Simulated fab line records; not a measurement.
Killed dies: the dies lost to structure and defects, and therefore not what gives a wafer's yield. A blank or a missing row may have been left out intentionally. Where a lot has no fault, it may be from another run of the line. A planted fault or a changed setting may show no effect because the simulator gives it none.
Matching of chambers || flow sky130 || rie si-02 running SKY_FIELD_ISO_ETCH_17: 4 sister chambers
The step etches Si in HBr/Cl2/O2, target depth 342 nm, time 97.7 s. 20 wafers are shown with their chamber, then 10 later ones without.

WAFERS WITH THEIR CHAMBER
{"wafer": "L074.2", "chamber": 0, "drypump motor current A (A)": 5.7, "O2_flow_sccm (sccm)": 6.008, "rf fwd power W (W)": 597.5}
{"wafer": "L074.3", "chamber": 3, "drypump motor current A (A)": 5.4, "O2_flow_sccm (sccm)": 6.018, "rf fwd power W (W)": 597.2}
{"wafer": "L074.6", "chamber": 2, "drypump motor current A (A)": 5.2, "O2_flow_sccm (sccm)": 6.006, "rf fwd power W (W)": 595.8}
{"wafer": "L076.1", "chamber": 2, "drypump motor current A (A)": 5.2, "O2_flow_sccm (sccm)": 6.000, "rf fwd power W (W)": 599.2}
{"wafer": "L076.2", "chamber": 3, "drypump motor current A (A)": 5.4, "O2_flow_sccm (sccm)": 5.977, "rf fwd power W (W)": 593.6}
{"wafer": "L076.6", "chamber": 3, "drypump motor current A (A)": 5.3, "O2_flow_sccm (sccm)": 6.031, "rf fwd power W (W)": 596.9}
{"wafer": "L077.1", "chamber": 1, "drypump motor current A (A)": 5.7, "O2_flow_sccm (sccm)": 5.994, "rf fwd power W (W)": 593.2}
{"wafer": "L077.4", "chamber": 1, "drypump motor current A (A)": 5.7, "O2_flow_sccm (sccm)": 5.988, "rf fwd power W (W)": 594.3}
{"wafer": "L077.5", "chamber": 2, "drypump motor current A (A)": 5.2, "O2_flow_sccm (sccm)": 5.987, "rf fwd power W (W)": 595.7}
{"wafer": "L078.2", "chamber": 2, "drypump motor current A (A)": 5.2, "O2_flow_sccm (sccm)": 6.006, "rf fwd power W (W)": 594.1}
{"wafer": "L078.5", "chamber": 2, "drypump motor current A (A)": 5.2, "O2_flow_sccm (sccm)": 6.032, "rf fwd power W (W)": 597.4}
{"wafer": "L078.6", "chamber": 1, "drypump motor current A (A)": 5.7, "O2_flow_sccm (sccm)": 5.983, "rf fwd power W (W)": 595.9}
{"wafer": "L080.1", "chamber": 0, "drypump motor current A (A)": 5.7, "O2_flow_sccm (sccm)": 6.019, "rf fwd power W (W)": 598.6}
{"wafer": "L080.5", "chamber": 0, "drypump motor current A (A)": 5.7, "O2_flow_sccm (sccm)": 6.005, "rf fwd power W (W)": 596.2}
{"wafer": "L080.6", "chamber": 2, "drypump motor current A (A)": 5.2, "O2_flow_sccm (sccm)": 5.992, "rf fwd power W (W)": 594.2}
{"wafer": "L086.3", "chamber": 2, "drypump motor current A (A)": 5.2, "O2_flow_sccm (sccm)": 6.017, "rf fwd power W (W)": 597.4}
{"wafer": "L086.4", "chamber": 1, "drypump motor current A (A)": 5.7, "O2_flow_sccm (sccm)": 5.950, "rf fwd power W (W)": 595.4}
{"wafer": "L086.6", "chamber": 2, "drypump motor current A (A)": 5.2, "O2_flow_sccm (sccm)": 6.026, "rf fwd power W (W)": 594.8}
{"wafer": "L087.2", "chamber": 0, "drypump motor current A (A)": 5.7, "O2_flow_sccm (sccm)": 6.017, "rf fwd power W (W)": 597.9}
{"wafer": "L087.3", "chamber": 3, "drypump motor current A (A)": 5.3, "O2_flow_sccm (sccm)": 5.982, "rf fwd power W (W)": 595.9}

SIGNATURES (averages over the wafers above)
{"reading": "drypump motor current A", "chamber 0": 5.700, "chamber 1": 5.700, "chamber 2": 5.200, "chamber 3": 5.350, "scatter within a chamber": 0.025}
{"reading": "O2_flow_sccm", "chamber 0": 6.01225, "chamber 1": 5.97875, "chamber 2": 6.00825, "chamber 3": 6.00200, "scatter within a chamber": 0.018}
{"reading": "rf fwd power W", "chamber 0": 597.550, "chamber 1": 594.700, "chamber 2": 596.075, "chamber 3": 595.900, "scatter within a chamber": 1.54}
Rule: for each reading, subtract the chamber's mean from the wafer's reading, divide by that reading's scatter and square the result; add these up over the readings and take the root, which gives the wafer's distance from the chamber. If the next closest chamber is less than 2 further off than the closest, the wafer can't be placed; otherwise it belongs to the closest. The scatter: the root of (the sum of the squares of (reading less its chamber's mean) over the shown wafers, divided by (wafers less chambers)).

WAFERS WITH NO CHAMBER GIVEN
{"wafer": "L087.6", "drypump motor current A (A)": 5.3, "O2_flow_sccm (sccm)": 5.992, "rf fwd power W (W)": 593.2}
{"wafer": "L089.1", "drypump motor current A (A)": 5.7, "O2_flow_sccm (sccm)": 6.009, "rf fwd power W (W)": 596.0}
{"wafer": "L089.4", "drypump motor current A (A)": 5.2, "O2_flow_sccm (sccm)": 5.988, "rf fwd power W (W)": 599.2}
{"wafer": "L089.6", "drypump motor current A (A)": 5.7, "O2_flow_sccm (sccm)": 5.989, "rf fwd power W (W)": 593.8}
{"wafer": "L091.2", "drypump motor current A (A)": 5.7, "O2_flow_sccm (sccm)": 5.984, "rf fwd power W (W)": 593.7}
{"wafer": "L091.5", "drypump motor current A (A)": 5.3, "O2_flow_sccm (sccm)": 6.021, "rf fwd power W (W)": 594.7}
{"wafer": "L091.6", "drypump motor current A (A)": 5.2, "O2_flow_sccm (sccm)": 6.015, "rf fwd power W (W)": 594.4}
{"wafer": "L092.3", "drypump motor current A (A)": 5.2, "O2_flow_sccm (sccm)": 6.008, "rf fwd power W (W)": 596.9}
{"wafer": "L092.4", "drypump motor current A (A)": 5.7, "O2_flow_sccm (sccm)": 6.033, "rf fwd power W (W)": 594.9}
{"wafer": "L092.5", "drypump motor current A (A)": 5.2, "O2_flow_sccm (sccm)": 6.021, "rf fwd power W (W)": 597.6}

WHICH CHAMBER EACH WENT THROUGH
{"wafer": "L087.6", "from the rows above": "can't be placed: 3 or 2", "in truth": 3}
{"wafer": "L089.1", "from the rows above": "can't be placed: 0 or 1", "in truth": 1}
{"wafer": "L089.4", "from the rows above": 2, "in truth": 2}
{"wafer": "L089.6", "from the rows above": "can't be placed: 1 or 0", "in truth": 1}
{"wafer": "L091.2", "from the rows above": 1, "in truth": 1}
{"wafer": "L091.5", "from the rows above": "can't be placed: 3 or 2", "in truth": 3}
{"wafer": "L091.6", "from the rows above": 2, "in truth": 2}
{"wafer": "L092.3", "from the rows above": 2, "in truth": 2}
{"wafer": "L092.4", "from the rows above": "can't be placed: 0 or 1", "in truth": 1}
{"wafer": "L092.5", "from the rows above": 2, "in truth": 2}
5 of 10 placed correctly. Not placeable from these rows: 5 (in 5, the candidates include the true chamber). Number placed wrongly: 0.
